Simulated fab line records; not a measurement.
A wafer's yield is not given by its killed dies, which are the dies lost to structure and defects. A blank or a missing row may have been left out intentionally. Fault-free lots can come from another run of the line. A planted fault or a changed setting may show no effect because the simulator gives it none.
8D (eight disciplines) problem report, filled in by code | flow sky130 | the parts of the form that need people (team, actions taken, sign-off) are left out

## 1. THE ISSUE
Wafers free of any fault read 1475 (standard deviation 14) for LDD_LDN_TW at SKY_LDD_LDN_TW_MEAS_13, against a mean of 1382 on 6 wafers of 2 lots. Measured from the usual mean, that is -6.7 standard deviations.
The first sign was on wafer L988.1 at day 27 12:00, on film_metro-02. The record holds 36 wafers of 12 lots with a number at this step. The rule behind "out" and "out of limits": a value lying over 4 standard deviations away from the usual mean. The other wafers with a number count as sound.

## 2. WHAT IT IS; WHAT IT IS NOT
question                    | is                           | is not
which readings at this step | LDD_LDN_TW                   | -
which lots                  | L988, L991                   | L976, L977, L979, L980, L982, L984, L994, L995, L998, L999
which wafers of those lots  | all that have a number       | -
read on which gauges        | film_metro-02, film_metro-04 | film_metro-03
when                        | from day 27 12:00            | up to then (18 sound wafers); but 12 sound wafers of L994, L995, L998, L999 came after

## 3. WHAT RULES OUT EACH SUSPECT
Counting: any tool at a process step up to the reading is kept as a suspect provided that every lot that is out went through it and no sound lot did after the first of them.
- the gauge at SKY_LDD_LDN_TW_MEAS_13 is ruled out. Those wafers that are out were read across 2 gauges (film_metro-02, film_metro-04).
- implanter-04 at SKY_LDD_LDN_IMPLANT_08: ruled out as a lasting fault. Sound lots L999 ran on it after its first lot that is out, L988 (day 27 11:18).
Left after counting: nothing in the record.

## 4. THE CAUSE (what the simulator had put in)
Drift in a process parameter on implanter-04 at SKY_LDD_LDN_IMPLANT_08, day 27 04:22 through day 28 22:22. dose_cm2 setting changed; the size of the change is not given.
Counting ruled it out, wrongly: the rule takes a fault to strike every lot that its tool runs from its start on, and this one did not.

## 5. SEQUENCE OF EFFECTS, ordered by route
Rows list readings where the struck wafers' mean (over those with a number) sits beyond 3 standard deviations from the usual. Readings are gone through only where the record gives a usual standard deviation; hours: the median, over the lots, of the time from a lot's start at the first step in this table giving one to that lot's start at this step; sigmas: the change measured in usual standard deviations.
hours | step                   | reading            | usual      | on struck wafers | change      | sigmas
0     | SKY_LDD_LDN_IMPLANT_08 | dose_ions_cm2      | 1.2499e+13 | 1.9270e+12       | -1.0572e+13 | -99 or more
0     | SKY_LDD_LDN_IMPLANT_08 | faraday_current_uA | 70.4       | 11.1             | -59.4       | -42
1     | SKY_LDD_LDN_TW_MEAS_13 | LDD_LDN_TW         | 1475       | 1382             | -93         | -6.7
Here are the process steps it includes:
- SKY_LDD_LDN_IMPLANT_08
Later measuring or inspecting steps at which every struck wafer that the step has a row for has a number for every such reading, and none has moved that far: SKY_SPACER_THK_MEAS_01.

## 6. WHAT WOULD HAVE CAUGHT IT SOONER
8 hours passed between the start of the fault at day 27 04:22 and the first reading out of limits at a measuring or inspecting step in this record, taken at day 27 12:00.
The tool's own readings at SKY_LDD_LDN_IMPLANT_08 were out on every struck wafer that the step has a row for (dose_ions_cm2, faraday_current_uA): an alarm limit on them would have fired on the first of those.
